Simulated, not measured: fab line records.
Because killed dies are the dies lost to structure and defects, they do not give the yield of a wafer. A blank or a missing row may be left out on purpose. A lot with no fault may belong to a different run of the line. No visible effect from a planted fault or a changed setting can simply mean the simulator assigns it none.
Matching of chambers    flow gf180mcu    GF_STI_ETCH_13 on rie-diel-03: 4 sister chambers
The step etches the open film in CHF3/O2, stops on Si, target depth 282.31 nm, time 112.9 s. 14 wafers are shown with their chamber, then 7 later ones without.

== WAFERS WITH THEIR CHAMBER ==
wafer   chamber  drypump-motor-current-A (A)  chf3-flow-sccm (sccm)  throttle-valve-pct (%)
L877.1  2        6.4                          50.14                  8.823
L877.4  1        6.6                          49.98                  8.811
L877.5  2        6.4                          50.15                  8.813
L878.2  1        6.5                          50.17                  8.815
L878.3  0        5.9                          49.70                  8.803
L878.5  1        6.6                          50.24                  8.825
L880.2  3        5.9                          49.94                  8.813
L880.3  1        6.6                          50.14                  8.817
L880.5  3        5.9                          49.80                  8.802
L883.1  1        6.6                          50.15                  8.795
L883.2  2        6.4                          49.96                  8.804
L883.3  3        5.9                          50.12                  8.803
L885.1  3        5.9                          49.85                  8.804
L885.2  0        5.9                          49.81                  8.806

SIGNATURES, as means of the wafers listed above
reading                  chamber 0  chamber 1  chamber 2  chamber 3  scatter within a chamber
drypump-motor-current-A  5.900      6.580      6.400      5.900      0.0283
chf3-flow-sccm           49.7550    50.1360    50.0833    49.9275    0.112
throttle-valve-pct       8.80450    8.81260    8.81333    8.80550    0.00868
Rule: a wafer's distance from a chamber is the root of the sum, over the readings, of the square of ((its reading less the chamber's mean) divided by the reading's scatter). The wafer belongs to the nearest chamber; if the next one is less than 2 further off, it can't be placed. How the scatter is found: for the shown wafers, subtract from each reading the mean of its chamber, square and add these, divide the total by (wafers less chambers), then take the root.

== WAFERS MISSING THEIR CHAMBER ==
wafer   drypump-motor-current-A (A)  chf3-flow-sccm (sccm)  throttle-valve-pct (%)
L885.4  6.5                          50.15                  8.819
L886.2  5.9                          49.84                  8.813
L886.3  6.4                          50.19                  8.811
L886.6  5.9                          50.16                  8.807
L891.1  6.3                          49.74                  8.817
L891.2  6.5                          50.07                  8.819
L891.3  5.9                          49.83                  8.803

== CHAMBER TAKEN BY EACH ==
wafer   from the rows above      in truth
L885.4  can't be placed: 1 or 2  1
L886.2  can't be placed: 3 or 0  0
L886.3  2                        2
L886.6  can't be placed: 3 or 0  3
L891.1  2                        2
L891.2  can't be placed: 1 or 2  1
L891.3  can't be placed: 0 or 3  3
Placed correctly: 2 of 7. From these rows, 5 cannot be placed; in 5 the true chamber is one of the candidates. Number placed wrongly: 0.
